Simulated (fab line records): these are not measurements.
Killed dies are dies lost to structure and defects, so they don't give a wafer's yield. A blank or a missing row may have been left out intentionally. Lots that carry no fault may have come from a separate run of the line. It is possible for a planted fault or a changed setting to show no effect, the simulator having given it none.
fab line records + flow gf180mcu
record:
- lots: 15
- wafers: 45
- last-day: 34
route steps=602 shown MVPSD@82 V1@338
lots untouched by any fault: they come from a run of this same line in which no faults occurred
start-h: the number of hours between the record's first day and the start of the first shown wafer of the lot + wait-h: hours from the lot's prior step to this one + " as in the row above + L1.1+2: several wafers, shown together as one row + - no value, or no start given + * or withheld: withheld + < > ~ a bound
route shown NAME@n: NAME is a module with steps in the file, n the number in the route of the first one + usual: mean/standard deviation of fault-free wafers + same: alike in all rows + chamber/n: place in a boat + sites: per-site readings + _std_site: standard deviation of those values + _edge_site: mean of outer sites minus mean of inner sites + radius-mm: how far each site lies from the wafer's centre + mask NAME#n: copy n + behind: the tool/chamber that last shaped the wafer + hold: why the lot went on hold/how many hours it stayed there/how the hold came to an end + device: transistor that didn't switch, given as n, p or np + end of line: the tests these same wafers got at the end of their route + for a step that has no rows: nothing shown but its recipe + killed: at the first sort, the dies lost to defects and structure; wafer yield is something else + map: per-die view of a wafer (x killed, . not killed, _ where there is no die)
set.NAME: the setting the step ran with; set.NAME@STEP: the setting that earlier step ran with + model.NAME: the simulator's own value behind a step, which no gauge read
one table for each step of the route and one row for each wafer, over a sample of lots
services: the hour from which a tool's chamber was out of use, counted from the record's first day as start-h (under 0 if before that day), plus the number of hours and why
== steps ==
step: GF_MVPSD_EXPOSE_04
recipe:
- mask-id: MVPSD
- target-cd-nm: 1000
- na: 0.6
- source-shape: conventional
- sigma-outer: 0.6
- dose-mj: 260
usual:
- exposure-dose-mJ-cm2: 260.05/0.26
- focus-offset-nm: 0.0/0.54
| lot.wafer | tool             | chamber | start-h | wait-h | mask    | exposure-dose-mJ-cm2 | focus-offset-nm |
|-----------|------------------|---------|---------|--------|---------|----------------------|-----------------|
| L885.2    | iline-stepper-01 | 0       | 88.33   | -      | MVPSD#0 | 260.00               | -0.4            |
| L885.3    | "                | 0       | "       | "      | MVPSD#0 | 259.96               | -0.1            |
| L885.5    | "                | 0       | "       | "      | MVPSD#0 | 260.15               | -0.2            |
| L886.3    | iline-stepper-02 | 0       | 94.97   | -      | MVPSD#0 | 260.23               | -1.0            |
| L886.4    | "                | 0       | "       | "      | MVPSD#0 | 259.90               | 0.6             |
| L886.5    | "                | 0       | "       | "      | MVPSD#0 | 259.62               | 0.2             |
| L887.3    | iline-stepper-01 | 0       | 98.17   | -      | MVPSD#0 | 260.73               | 0.2             |
| L887.4    | "                | 0       | "       | "      | MVPSD#0 | 260.13               | 0.3             |
| L887.6    | "                | 0       | "       | "      | MVPSD#0 | 260.24               | 0.4             |
| L889.1    | iline-stepper-01 | 0       | 124.55  | -      | MVPSD#0 | 259.79               | 0.1             |
| L889.2    | "                | 0       | "       | "      | MVPSD#0 | 259.68               | -0.6            |
| L889.4    | "                | 0       | "       | "      | MVPSD#0 | 259.80               | 0.0             |
| L891.1    | iline-stepper-02 | 0       | 127.33  | -      | MVPSD#0 | 260.30               | 0.3             |
| L891.2    | "                | 0       | "       | "      | MVPSD#0 | 260.10               | 0.0             |
| L891.6    | "                | 0       | "       | "      | MVPSD#0 | 259.78               | 0.1             |
| L892.1    | iline-stepper-01 | 0       | 132.53  | -      | MVPSD#0 | 259.94               | 0.7             |
| L892.2    | "                | 0       | "       | "      | MVPSD#0 | 259.67               | 0.5             |
| L892.4    | "                | 0       | "       | "      | MVPSD#0 | 259.71               | -0.3            |
| L893.1    | iline-stepper-02 | 0       | 141.45  | -      | MVPSD#0 | 260.18               | -0.7            |
| L893.2    | "                | 0       | "       | "      | MVPSD#0 | 260.03               | -0.4            |
| L893.4    | "                | 0       | "       | "      | MVPSD#0 | 260.22               | 0.2             |
| L894.2    | iline-stepper-02 | 0       | 146.27  | -      | MVPSD#0 | 260.02               | 0.3             |
| L894.3    | "                | 0       | "       | "      | MVPSD#0 | 259.98               | 0.2             |
| L894.4    | "                | 0       | "       | "      | MVPSD#0 | 259.77               | -0.7            |
| L895.2    | iline-stepper-02 | 0       | 148.73  | -      | MVPSD#0 | 259.73               | 1.1             |
| L895.5    | "                | 0       | "       | "      | MVPSD#0 | 259.80               | 1.2             |
| L895.6    | "                | 0       | "       | "      | MVPSD#0 | 259.85               | 0.3             |
| L896.1    | iline-stepper-02 | 0       | 154.41  | -      | MVPSD#0 | 260.13               | -0.1            |
| L896.2    | "                | 0       | "       | "      | MVPSD#0 | 259.76               | 0.6             |
| L896.6    | "                | 0       | "       | "      | MVPSD#0 | 260.19               | 0.4             |
| L898.2    | iline-stepper-02 | 0       | 164.52  | -      | MVPSD#0 | 259.93               | 0.3             |
| L898.4    | "                | 0       | "       | "      | MVPSD#0 | 260.51               | -0.3            |
| L898.5    | "                | 0       | "       | "      | MVPSD#0 | 260.10               | 0.2             |
| L899.1    | iline-stepper-02 | -       | 169.01  | -      | MVPSD#0 | -                    | -               |
| L899.3    | "                | -       | "       | "      | MVPSD#0 | -                    | -               |
| L899.4    | "                | -       | "       | "      | MVPSD#0 | -                    | -               |
| L900.1    | iline-stepper-02 | -       | 176.36  | -      | MVPSD#0 | -                    | -               |
| L900.3    | "                | -       | "       | "      | MVPSD#0 | -                    | -               |
| L900.4    | "                | -       | "       | "      | MVPSD#0 | -                    | -               |
| L901.1    | iline-stepper-02 | -       | 182.10  | -      | MVPSD#0 | -                    | -               |
| L901.3    | "                | -       | "       | "      | MVPSD#0 | -                    | -               |
| L901.5    | "                | -       | "       | "      | MVPSD#0 | -                    | -               |
| L908.1    | iline-stepper-02 | 0       | 222.76  | -      | MVPSD#0 | 259.85               | 0.4             |
| L908.4    | "                | 0       | "       | "      | MVPSD#0 | 259.79               | -0.3            |
| L908.6    | "                | 0       | "       | "      | MVPSD#0 | 260.38               | -0.2            |
step: GF_V1_THK_MEAS_03
recipe:
- reads: SiO2_of_V1_CVD_02
usual:
- V1_CVD_02_THK: 850/10
| lot.wafer | tool          | chamber | start-h | wait-h | V1_CVD_02_THK[nm] |
|-----------|---------------|---------|---------|--------|-------------------|
| L885.2    | film-metro-04 | -       | 371.42  | 0.1    | 839               |
| L885.3    | "             | -       | "       | "      | 854               |
| L885.5    | "             | -       | "       | "      | 842               |
| L886.3    | film-metro-04 | -       | 388.11  | 0.1    | 842               |
| L886.4    | "             | -       | "       | "      | 844               |
| L886.5    | "             | -       | "       | "      | 852               |
| L887.3    | film-metro-02 | -       | 392.66  | 0.1    | 846               |
| L887.4    | "             | -       | "       | "      | 858               |
| L887.6    | "             | -       | "       | "      | 864               |
| L889.1    | film-metro-02 | -       | 432.51  | 0.0    | 835               |
| L889.2    | "             | -       | "       | "      | 844               |
| L889.4    | "             | -       | "       | "      | 855               |
| L891.1    | film-metro-02 | -       | 447.99  | 0.1    | 848               |
| L891.2    | "             | -       | "       | "      | 840               |
| L891.6    | "             | -       | "       | "      | 863               |
| L892.1    | film-metro-02 | -       | 449.79  | 0.0    | 852               |
| L892.2    | "             | -       | "       | "      | 856               |
| L892.4    | "             | -       | "       | "      | 870               |
| L893.1    | film-metro-01 | -       | 473.80  | 0.0    | 846               |
| L893.2    | "             | -       | "       | "      | 835               |
| L893.4    | "             | -       | "       | "      | 849               |
| L894.2    | film-metro-04 | -       | 483.69  | 0.0    | 852               |
| L894.3    | "             | -       | "       | "      | 844               |
| L894.4    | "             | -       | "       | "      | 867               |
| L895.2    | film-metro-01 | -       | 494.90  | 0.0    | 849               |
| L895.5    | "             | -       | "       | "      | 852               |
| L895.6    | "             | -       | "       | "      | 855               |
| L896.1    | film-metro-04 | -       | 495.26  | 0.0    | 844               |
| L896.2    | "             | -       | "       | "      | 841               |
| L896.6    | "             | -       | "       | "      | 863               |
| L899.1    | film-metro-01 | -       | 517.47  | 0.0    | 830               |
| L899.3    | "             | -       | "       | "      | 834               |
| L899.4    | "             | -       | "       | "      | 853               |
| L898.2    | film-metro-01 | -       | 518.13  | 0.0    | 840               |
| L898.4    | "             | -       | "       | "      | 847               |
| L898.5    | "             | -       | "       | "      | 844               |
| L900.1    | film-metro-04 | -       | 530.71  | 0.0    | 848               |
| L900.3    | "             | -       | "       | "      | 858               |
| L900.4    | "             | -       | "       | "      | 871               |
| L901.1    | film-metro-02 | -       | 531.57  | 0.0    | 838               |
| L901.3    | "             | -       | "       | "      | 845               |
| L901.5    | "             | -       | "       | "      | 855               |
| L908.1    | film-metro-01 | -       | 576.33  | 0.0    | 850               |
| L908.4    | "             | -       | "       | "      | 862               |
| L908.6    | "             | -       | "       | "      | 858               |
step: GF_V1_BOW_MEAS_05
recipe:
- mode: bow
usual:
- V1_BOW: 84/7.7
| lot.wafer | tool          | chamber | start-h | wait-h | V1_BOW[um] |
|-----------|---------------|---------|---------|--------|------------|
| L885.2    | film-metro-04 | -       | 372.02  | 0.1    | 95         |
| L885.3    | "             | -       | "       | "      | 93         |
| L885.5    | "             | -       | "       | "      | 89         |
| L886.3    | film-metro-01 | -       | 388.49  | 0.1    | 82         |
| L886.4    | "             | -       | "       | "      | 79         |
| L886.5    | "             | -       | "       | "      | 74         |
| L887.3    | film-metro-04 | -       | 393.04  | 0.1    | 80         |
| L887.4    | "             | -       | "       | "      | 76         |
| L887.6    | "             | -       | "       | "      | 86         |
| L889.1    | film-metro-04 | -       | 432.87  | 0.2    | 72         |
| L889.2    | "             | -       | "       | "      | 90         |
| L889.4    | "             | -       | "       | "      | 81         |
| L891.1    | film-metro-02 | -       | 448.35  | 0.1    | 80         |
| L891.2    | "             | -       | "       | "      | 83         |
| L891.6    | "             | -       | "       | "      | 78         |
| L892.1    | film-metro-02 | -       | 450.15  | 0.2    | 75         |
| L892.2    | "             | -       | "       | "      | 82         |
| L892.4    | "             | -       | "       | "      | 75         |
| L893.1    | film-metro-04 | -       | 474.16  | 0.1    | 97         |
| L893.2    | "             | -       | "       | "      | 94         |
| L893.4    | "             | -       | "       | "      | 86         |
| L894.2    | film-metro-02 | -       | 484.06  | 0.1    | 88         |
| L894.3    | "             | -       | "       | "      | 86         |
| L894.4    | "             | -       | "       | "      | 84         |
| L895.2    | film-metro-01 | -       | 495.27  | 0.2    | 89         |
| L895.5    | "             | -       | "       | "      | 93         |
| L895.6    | "             | -       | "       | "      | 93         |
| L896.1    | film-metro-01 | -       | 495.62  | 0.1    | 84         |
| L896.2    | "             | -       | "       | "      | 96         |
| L896.6    | "             | -       | "       | "      | 80         |
| L899.1    | film-metro-01 | -       | 517.83  | 0.2    | 96         |
| L899.3    | "             | -       | "       | "      | 80         |
| L899.4    | "             | -       | "       | "      | 97         |
| L898.2    | film-metro-01 | -       | 518.50  | 0.1    | 102        |
| L898.4    | "             | -       | "       | "      | 83         |
| L898.5    | "             | -       | "       | "      | 77         |
| L900.1    | film-metro-01 | -       | 531.07  | 0.2    | 82         |
| L900.3    | "             | -       | "       | "      | 80         |
| L900.4    | "             | -       | "       | "      | 79         |
| L901.1    | film-metro-04 | -       | 531.93  | 0.1    | 80         |
| L901.3    | "             | -       | "       | "      | 89         |
| L901.5    | "             | -       | "       | "      | 81         |
| L908.1    | film-metro-01 | -       | 576.69  | 0.1    | 86         |
| L908.4    | "             | -       | "       | "      | 82         |
| L908.6    | "             | -       | "       | "      | 94         |
step: GF_V1_OVL_MEAS_15
usual:
- V1_OVL: 6/6.4
| lot.wafer | tool       | chamber | start-h | wait-h | V1_OVL[nm] |
|-----------|------------|---------|---------|--------|------------|
| L885.2    | overlay-01 | -       | 394.21  | 0.1    | 12         |
| L885.3    | "          | -       | "       | "      | 13         |
| L885.5    | "          | -       | "       | "      | 17         |
| L886.3    | overlay-02 | -       | 411.88  | 0.1    | 10         |
| L886.4    | "          | -       | "       | "      | 6          |
| L886.5    | "          | -       | "       | "      | 12         |
| L887.3    | overlay-01 | -       | 416.53  | 0.1    | 14         |
| L887.4    | "          | -       | "       | "      | 5          |
| L887.6    | "          | -       | "       | "      | 9          |
| L889.1    | overlay-02 | -       | 458.01  | 0.1    | 13         |
| L889.2    | "          | -       | "       | "      | 6          |
| L889.4    | "          | -       | "       | "      | 8          |
| L891.1    | overlay-02 | -       | 473.31  | 0.1    | 9          |
| L891.2    | "          | -       | "       | "      | 3          |
| L891.6    | "          | -       | "       | "      | 2          |
| L892.1    | overlay-02 | -       | 475.07  | 0.1    | 9          |
| L892.2    | "          | -       | "       | "      | 12         |
| L892.4    | "          | -       | "       | "      | 9          |
| L893.1    | overlay-02 | -       | 498.92  | 0.1    | -4         |
| L893.2    | "          | -       | "       | "      | -3         |
| L893.4    | "          | -       | "       | "      | -1         |
| L894.2    | overlay-01 | -       | 508.01  | 0.1    | 0          |
| L894.3    | "          | -       | "       | "      | 7          |
| L894.4    | "          | -       | "       | "      | -2         |
| L895.2    | overlay-01 | -       | 518.43  | 0.1    | 13         |
| L895.5    | "          | -       | "       | "      | 9          |
| L895.6    | "          | -       | "       | "      | 12         |
| L896.1    | overlay-02 | -       | 519.67  | 0.1    | 0          |
| L896.2    | "          | -       | "       | "      | -2         |
| L896.6    | "          | -       | "       | "      | -2         |
| L899.1    | overlay-01 | -       | 540.30  | 0.1    | 8          |
| L899.3    | "          | -       | "       | "      | 16         |
| L899.4    | "          | -       | "       | "      | 14         |
| L898.2    | overlay-01 | -       | 541.58  | 0.1    | 6          |
| L898.4    | "          | -       | "       | "      | 6          |
| L898.5    | "          | -       | "       | "      | 12         |
| L900.1    | overlay-01 | -       | 553.55  | 0.1    | 6          |
| L900.3    | "          | -       | "       | "      | 4          |
| L900.4    | "          | -       | "       | "      | 10         |
| L901.1    | overlay-02 | -       | 554.42  | 0.1    | 5          |
| L901.3    | "          | -       | "       | "      | 2          |
| L901.5    | "          | -       | "       | "      | -3         |
| L908.1    | overlay-02 | -       | 597.57  | 0.1    | -4         |
| L908.4    | "          | -       | "       | "      | 2          |
| L908.6    | "          | -       | "       | "      | 0          |
== services ==
| tool             | chamber | start-h | hours | kind   |
|------------------|---------|---------|-------|--------|
| iline-stepper-02 | -       | 151.19  | 1.7   | pm     |
| iline-stepper-01 | -       | 159.34  | 5.7   | repair |
| iline-stepper-01 | -       | 177.90  | 4.4   | pm     |
| iline-stepper-01 | -       | 198.05  | 1.7   | pm     |
| iline-stepper-02 | -       | 212.52  | 4.4   | pm     |
== key ==
first-sign:
- step: GF_MVPSD_EXPOSE_04
- reading: tool-record
- direction: missing
effect none on later readings
met-at GF_MVPSD_EXPOSE_04
struck-lots L899,L900,L901
sort-left-out L899.1,L899.3,L899.4,L900.1,L900.3,L900.4,L901.1,L901.3,L901.5
tester-left-out L899,L900,L901
not-acting-at GF_V1_THK_MEAS_03,GF_V1_BOW_MEAS_05,GF_V1_OVL_MEAS_15
onset-between 164.52 169.01
fault:
- kind: skipped-step-whole
- tool: iline-stepper-02
- chamber: -
- onset-h: 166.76
- steps: GF_MVPSD_EXPOSE_04
- scope: struck-lots-only
tester-left-out: of these lots the tester's yield and bins aren't shown, on N5 and GAA mostly nor the transistor test; their killed dies are dies lost to structure and defects alone, not to doping, threshold or leakage, so they don't give the yield
sort-left-out: the simulated sort isn't trusted on such a fault, so these wafers' sort isn't shown, and their yield isn't known
